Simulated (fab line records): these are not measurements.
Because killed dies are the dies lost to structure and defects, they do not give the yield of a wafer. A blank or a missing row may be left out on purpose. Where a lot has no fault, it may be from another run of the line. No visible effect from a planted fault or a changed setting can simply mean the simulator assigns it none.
One fault through the eyes of 2 desks | flow gf180mcu | numbers are kept per desk, each desk with only its own; the story behind them comes last

DESK OF THE TOOL OWNER: iline-stepper-01
The tool's own readings at GF_MVSD_EXPOSE_04 (exposes mask MVSD, target cd 1000 nm): means of the sampled wafers that have a number, for each lot that ran on this tool. Any lot whose mean is over 4 standard deviations away from the usual mean is out of limits and marked OUT; that distance is given in the brackets.
Columns: A = exposure-dose-mJ-cm2 at GF_MVSD_EXPOSE_04, usual 260.07; B = stage-vel-mm-s at GF_MVSD_EXPOSE_04, usual 500.00 mm/s
lot  | first seen here | A                | B
L699 | day 4 03:52     | 260.32           | 499.89
L704 | day 5 08:37     | 260.20           | 499.93
L705 | day 5 13:36     | 259.92           | 500.00
L706 | day 5 20:10     | 260.05           | 499.69
L707 | day 5 23:43     | 259.98           | 500.27
L714 | day 7 21:34     | 255.83 (-16) OUT | 500.09
L715 | day 8 07:14     | 255.77 (-16) OUT | 500.09
This desk finds L714, L715 out of limits, L714 being first, at day 7 21:34 (exposure-dose-mJ-cm2 at GF_MVSD_EXPOSE_04). In limits: L699, L704, L705, L706, L707.

AT THE METROLOGY DESK
Lot by lot, what the gauges showed, no matter which tool ran the lot: averages of those sampled wafers that carry a number. Any lot whose mean is over 4 standard deviations away from the usual mean is out of limits and marked OUT; that distance is given in the brackets.
Columns: A = HV_LDD_2_TW at GF_HV_LDD_TW_MEAS_23, usual 1051; B = cd-nm at GF_HV_LDD_CD_MEAS_46, usual 400.0 nm
lot  | first seen here | A    | B
L699 | day 10 16:30    | 1051 | 397.9
L700 | day 10 23:05    | 1040 | 403.2
L701 | day 11 08:47    | 1061 | 396.4
L702 | day 11 16:19    | 1061 | 401.1
L703 | day 12 02:02    | 1062 | 400.2
L704 | day 12 04:10    | 1062 | 401.0
L705 | day 12 08:49    | 1037 | 399.5
L706 | day 12 16:14    | 1040 | 398.8
L707 | day 12 22:59    | 1063 | 398.3
L714 | day 15 21:53    | 1041 | 400.9
L715 | day 16 07:29    | 1053 | 399.4
L716 | day 17 04:16    | 1067 | 403.5
L718 | day 17 18:50    | 1060 | 398.8
L721 | day 18 12:05    | 1046 | 402.8
This desk's finding: nothing out of limits on any of the 14 lots.

ALL TOGETHER
On L714, L715, at day 7 21:34, an alarm was possible from the tool owner's desk.
At the metrology desk, nothing out of limits was observed.
The metrology desk has L714, L715 on record, within its limits.
Every lot named ran GF_MVSD_EXPOSE_04 on iline-stepper-01.

WHAT THE SIMULATOR HAD INSERTED
Drift in process parameters on iline-stepper-01 at GF_MVSD_EXPOSE_04, starting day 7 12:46. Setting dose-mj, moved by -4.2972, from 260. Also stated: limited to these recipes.
Shown lots that were struck: L714, L715.
Time in hours from fault onset to the first out-of-limits reading at each desk: the tool owner's desk, 9.
